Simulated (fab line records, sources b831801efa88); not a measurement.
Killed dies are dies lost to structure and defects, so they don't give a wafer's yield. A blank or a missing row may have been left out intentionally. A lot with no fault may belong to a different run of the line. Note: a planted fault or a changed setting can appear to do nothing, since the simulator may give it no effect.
Which tool did it? || flow sky130 || Sampling: 10 lots, 30 wafers, 5 of 708 route steps

== WHAT EACH GAUGE READ, for each wafer ==
SKY_VIA4_RS_MEAS_19: measures by four-point-probe.
{"lot": "L808", "measured": "day 43 11:11", "on": "film metro-01", "VIA4_W_RS (ohm/sq)": "0.2265 0.2249 0.2279"}
{"lot": "L812", "measured": "day 44 10:16", "on": "film metro-01", "VIA4_W_RS (ohm/sq)": "0.2290 0.2292 0.1347"}
{"lot": "L819", "measured": "day 45 23:40", "on": "film metro-02", "VIA4_W_RS (ohm/sq)": "0.2285 0.2289 0.2276"}
{"lot": "L820", "measured": "day 46 10:27", "on": "film metro-01", "VIA4_W_RS (ohm/sq)": "0.2265 0.2276 0.2292"}
{"lot": "L821", "measured": "day 46 13:05", "on": "film metro-01", "VIA4_W_RS (ohm/sq)": "0.2291 0.2299 0.2312"}
{"lot": "L824", "measured": "day 47 07:13", "on": "film metro-02", "VIA4_W_RS (ohm/sq)": "0.2267 0.2239 0.2270"}
{"lot": "L825", "measured": "day 47 12:57", "on": "film metro-01", "VIA4_W_RS (ohm/sq)": "0.2315 0.2278 0.2302"}
{"lot": "L828", "measured": "day 48 06:44", "on": "film metro-03", "VIA4_W_RS (ohm/sq)": "0.2269 0.2264 0.2262"}
{"lot": "L829", "measured": "day 48 09:53", "on": "film metro-03", "VIA4_W_RS (ohm/sq)": "0.2285 0.2303 0.2288"}
{"lot": "L830", "measured": "day 48 16:46", "on": "film metro-02", "VIA4_W_RS (ohm/sq)": "0.2251 0.2261 0.2224"}

SKY_VIA4_THK_MEAS_20: measures by xrf.
{"lot": "L808", "measured": "day 43 11:16", "on": "film metro-01", "VIA4_W_THK (nm)": "509 511 506"}
{"lot": "L812", "measured": "day 44 10:23", "on": "film metro-01", "VIA4_W_THK (nm)": "499 496 843"}
{"lot": "L819", "measured": "day 45 23:47", "on": "film metro-02", "VIA4_W_THK (nm)": "494 491 496"}
{"lot": "L820", "measured": "day 46 10:34", "on": "film metro-01", "VIA4_W_THK (nm)": "501 496 492"}
{"lot": "L821", "measured": "day 46 13:11", "on": "film metro-01", "VIA4_W_THK (nm)": "493 494 488"}
{"lot": "L824", "measured": "day 47 07:19", "on": "film metro-02", "VIA4_W_THK (nm)": "500 504 501"}
{"lot": "L825", "measured": "day 47 13:04", "on": "film metro-01", "VIA4_W_THK (nm)": "490 496 494"}
{"lot": "L828", "measured": "day 48 06:51", "on": "film metro-03", "VIA4_W_THK (nm)": "504 506 508"}
{"lot": "L829", "measured": "day 48 10:01", "on": "film metro-03", "VIA4_W_THK (nm)": "503 500 500"}
{"lot": "L830", "measured": "day 48 16:53", "on": "film metro-02", "VIA4_W_THK (nm)": "502 501 507"}

== EACH LOT AND THE TOOL THAT RAN IT (in order: tool; ch and the chambers of the sampled wafers; start) ==
{"lot": "L808", "SKY_METAL2_STRIP_20": "plasma asher-02 ch 0,1, day 35 21:33", "SKY_VIA2_CMP_02": "cmp-02 ch 2,3, day 35 22:18", "SKY_VIA4_CVD_18": "cvd w-01 ch 0,1, day 43 11:01"}
{"lot": "L812", "SKY_METAL2_STRIP_20": "plasma asher-02 ch 0,1, day 36 23:16", "SKY_VIA2_CMP_02": "cmp-02 ch 2,3, day 37 00:04", "SKY_VIA4_CVD_18": "cvd w-01 ch 0,1, day 44 10:07"}
{"lot": "L819", "SKY_METAL2_STRIP_20": "plasma asher-03 ch 0,1, day 38 15:47", "SKY_VIA2_CMP_02": "cmp-02 ch 0,2,3, day 38 16:37", "SKY_VIA4_CVD_18": "cvd w-02 ch 0,1, day 45 23:30"}
{"lot": "L820", "SKY_METAL2_STRIP_20": "plasma asher-02 ch 0,1, day 39 04:47", "SKY_VIA2_CMP_02": "cmp-01 ch 1,2,3, day 39 05:37", "SKY_VIA4_CVD_18": "cvd w-02 ch 0,1, day 46 10:17"}
{"lot": "L821", "SKY_METAL2_STRIP_20": "plasma asher-03 ch 0,1, day 39 07:58", "SKY_VIA2_CMP_02": "cmp-01 ch 2,3, day 39 08:46", "SKY_VIA4_CVD_18": "cvd w-02 ch 0,1, day 46 12:56"}
{"lot": "L824", "SKY_METAL2_STRIP_20": "plasma asher-01 ch 0,1, day 40 09:19", "SKY_VIA2_CMP_02": "cmp-01 ch 0,3, day 40 10:06", "SKY_VIA4_CVD_18": "cvd w-02 ch 0,1, day 47 07:04"}
{"lot": "L825", "SKY_METAL2_STRIP_20": "plasma asher-02 ch 0,1, day 40 13:31", "SKY_VIA2_CMP_02": "cmp-02 ch 0,2,3, day 40 14:17", "SKY_VIA4_CVD_18": "cvd w-02 ch 0,1, day 47 12:47"}
{"lot": "L828", "SKY_METAL2_STRIP_20": "plasma asher-01 ch 0,1, day 41 12:56", "SKY_VIA2_CMP_02": "cmp-01 ch 1,2,3, day 41 13:46", "SKY_VIA4_CVD_18": "cvd w-02 ch 0,1, day 48 06:35"}
{"lot": "L829", "SKY_METAL2_STRIP_20": "plasma asher-02 ch 0,1, day 41 14:56", "SKY_VIA2_CMP_02": "cmp-01 ch 1,2,3, day 41 15:43", "SKY_VIA4_CVD_18": "cvd w-01 ch 0,1, day 48 09:44"}
{"lot": "L830", "SKY_METAL2_STRIP_20": "plasma asher-03 ch 0,1, day 42 01:05", "SKY_VIA2_CMP_02": "cmp-01 ch 0,2, day 42 01:55", "SKY_VIA4_CVD_18": "cvd w-02 ch 0, day 48 16:36"}
- SKY_METAL2_STRIP_20: strips in O2/N2.
- SKY_VIA2_CMP_02: polishes SiO2.
- SKY_VIA4_CVD_18: deposits W, target thk 505 nm, time 152.14 s.

== AS READ BY THE TOOLS THEMSELVES (means over the sampled wafers that have a number; for cases with no such wafer, the mark the record gives instead) ==
SKY_METAL2_STRIP_20.
{"lot": "L808", "tool": "plasma asher-02", "drypump motor current A (A)": 5.51, "o2 flow sccm (sccm)": 2999, "oes product au (a.u.)": 0.348, "strip time to endpoint s (s)": 2.80}
{"lot": "L812", "tool": "plasma asher-02", "drypump motor current A (A)": 5.51, "o2 flow sccm (sccm)": 2999, "oes product au (a.u.)": 0.341, "strip time to endpoint s (s)": 2.63}
{"lot": "L819", "tool": "plasma asher-03", "drypump motor current A (A)": 5.66, "o2 flow sccm (sccm)": 3004, "oes product au (a.u.)": 0.343, "strip time to endpoint s (s)": 2.66}
{"lot": "L820", "tool": "plasma asher-02", "drypump motor current A (A)": 5.45, "o2 flow sccm (sccm)": 2996, "oes product au (a.u.)": 0.346, "strip time to endpoint s (s)": 2.67}
{"lot": "L821", "tool": "plasma asher-03", "drypump motor current A (A)": 5.68, "o2 flow sccm (sccm)": 2993, "oes product au (a.u.)": 0.337, "strip time to endpoint s (s)": 2.70}
{"lot": "L824", "tool": "plasma asher-01", "drypump motor current A (A)": 5.60, "o2 flow sccm (sccm)": 2998, "oes product au (a.u.)": 0.349, "strip time to endpoint s (s)": 2.75}
{"lot": "L825", "tool": "plasma asher-02", "drypump motor current A (A)": 5.50, "o2 flow sccm (sccm)": 3000, "oes product au (a.u.)": 0.341, "strip time to endpoint s (s)": 2.69}
{"lot": "L828", "tool": "plasma asher-01", "drypump motor current A (A)": 5.61, "o2 flow sccm (sccm)": 2992, "oes product au (a.u.)": 0.340, "strip time to endpoint s (s)": 2.64}
{"lot": "L829", "tool": "plasma asher-02", "drypump motor current A (A)": 5.53, "o2 flow sccm (sccm)": 2995, "oes product au (a.u.)": 0.343, "strip time to endpoint s (s)": 2.71}
{"lot": "L830", "tool": "plasma asher-03", "drypump motor current A (A)": 5.66, "o2 flow sccm (sccm)": 3007, "oes product au (a.u.)": 0.352, "strip time to endpoint s (s)": 2.76}

SKY_VIA2_CMP_02.
{"lot": "L808", "tool": "cmp-02", "edge zone pressure frac": 1.002, "motor current A (A)": 13.4}
{"lot": "L812", "tool": "cmp-02", "edge zone pressure frac": 0.999, "motor current A (A)": 14.3}
{"lot": "L819", "tool": "cmp-02", "edge zone pressure frac": 1.001, "motor current A (A)": 13.9}
{"lot": "L820", "tool": "cmp-01", "edge zone pressure frac": 1.001, "motor current A (A)": 11.2}
{"lot": "L821", "tool": "cmp-01", "edge zone pressure frac": 0.998, "motor current A (A)": 10.8}
{"lot": "L824", "tool": "cmp-01", "edge zone pressure frac": 0.998, "motor current A (A)": 11.5}
{"lot": "L825", "tool": "cmp-02", "edge zone pressure frac": 1.004, "motor current A (A)": 14.3}
{"lot": "L828", "tool": "cmp-01", "edge zone pressure frac": 0.998, "motor current A (A)": 11.2}
{"lot": "L829", "tool": "cmp-01", "edge zone pressure frac": 1.001, "motor current A (A)": 11.0}
{"lot": "L830", "tool": "cmp-01", "edge zone pressure frac": 1.007, "motor current A (A)": 11.2}

SKY_VIA4_CVD_18.
{"lot": "L808", "tool": "cvd w-01", "heater power w (W)": 808}
{"lot": "L812", "tool": "cvd w-01", "heater power w (W)": 828}
{"lot": "L819", "tool": "cvd w-02", "heater power w (W)": 783}
{"lot": "L820", "tool": "cvd w-02", "heater power w (W)": 810}
{"lot": "L821", "tool": "cvd w-02", "heater power w (W)": 809}
{"lot": "L824", "tool": "cvd w-02", "heater power w (W)": 780}
{"lot": "L825", "tool": "cvd w-02", "heater power w (W)": 771}
{"lot": "L828", "tool": "cvd w-02", "heater power w (W)": 816}
{"lot": "L829", "tool": "cvd w-01", "heater power w (W)": 826}
{"lot": "L830", "tool": "cvd w-02", "heater power w (W)": 843}

== THE ANSWER, worked out from the rows above alone ==
Rule: the lots themselves supply what counts as usual. Put in order of their means at a reading, lots are off if they are a third of the lots or fewer, leave a main group of 4 or more, and stand apart from it by a gap of 3 or more times the standard deviation of the main group's means; of several such gaps the widest counts. A main group is skipped when, at the precision printed for the reading in the tables above, its means are all equal. A lot without any number at a reading at which 4 lots or more have one is off too. Where the step has rows for the other lots, those lots are counted as sound. First the gauges in route order, then the tools' own readings, where a lot's mean is used as printed above. At the first step where some lot is off, the reading lying furthest off is the one used; lots without a number count as furthest.
Off: at SKY_VIA4_RS_MEAS_19 (VIA4_W_RS), L812. Mean 0.2276 ohm/sq and standard deviation 0.0018 in the main group.
A tool fits if, at a process step before that reading, it ran every lot that is off, and no sound lot after the first of them. Those tools and the gauges at SKY_VIA4_RS_MEAS_19 are tried in the same way. None of those tried fits.

== WHAT THE SIMULATOR PUT IN ==
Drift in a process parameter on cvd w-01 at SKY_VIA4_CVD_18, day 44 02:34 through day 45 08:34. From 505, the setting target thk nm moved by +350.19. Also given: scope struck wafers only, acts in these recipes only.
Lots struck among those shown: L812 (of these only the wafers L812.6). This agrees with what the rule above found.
